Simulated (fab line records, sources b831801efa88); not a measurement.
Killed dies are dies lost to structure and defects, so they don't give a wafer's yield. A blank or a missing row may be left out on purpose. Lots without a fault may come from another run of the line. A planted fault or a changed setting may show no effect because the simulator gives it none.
Which tool did it? | flow sky130 | 11 lots, 33 wafers sampled, at 1 step of a route of 708

WHAT THE GAUGES READ, wafer by wafer
SKY_CAP2M_RS_MEAS_03: measures by four-point-probe.
lot  | measured     | on            | CAP2M_TIN_RS (ohm/sq)
L657 | day 39 09:55 | film_metro-03 | 6.98 6.92 6.98
L661 | day 41 20:04 | film_metro-02 | 6.93 6.97 6.88
L665 | day 42 04:20 | film_metro-01 | 6.97 6.92 6.87
L666 | day 42 11:53 | film_metro-02 | 7.01 6.98 7.01
L667 | day 43 01:17 | film_metro-01 | 6.94 6.84 6.77
L669 | day 43 08:01 | film_metro-03 | 7.02 7.01 6.98
L668 | day 43 08:41 | film_metro-03 | 6.74 6.71 6.73
L674 | day 44 23:47 | film_metro-03 | 6.88 6.96 6.92
L675 | day 45 03:20 | film_metro-03 | 6.84 6.77 6.80
L678 | day 45 16:59 | film_metro-01 | 6.81 6.82 6.83
L680 | day 46 17:02 | film_metro-02 | 6.92 6.97 6.96

WHICH TOOL RAN EACH LOT (tool, then ch and the chambers of the sampled wafers, then the start)
The record holds no process step before these readings.

THE ANSWER, worked out from the rows above alone
Rule: what is usual is taken from the lots themselves. Put in order of their means at a reading, lots are off if they are a third of the lots or fewer, leave a main group of 4 or more, and stand apart from it by a gap of 3 or more times the standard deviation of the main group's means; of several such gaps the widest counts. A main group whose means are all the same, to the digits that the tables above print for the reading, isn't used. A lot without any number at a reading at which 4 lots or more have one is off too. The other lots that the step has rows for count as sound.
No lot is off at any reading shown: from this, nothing can be told.

WHAT THE SIMULATOR HAD PUT IN
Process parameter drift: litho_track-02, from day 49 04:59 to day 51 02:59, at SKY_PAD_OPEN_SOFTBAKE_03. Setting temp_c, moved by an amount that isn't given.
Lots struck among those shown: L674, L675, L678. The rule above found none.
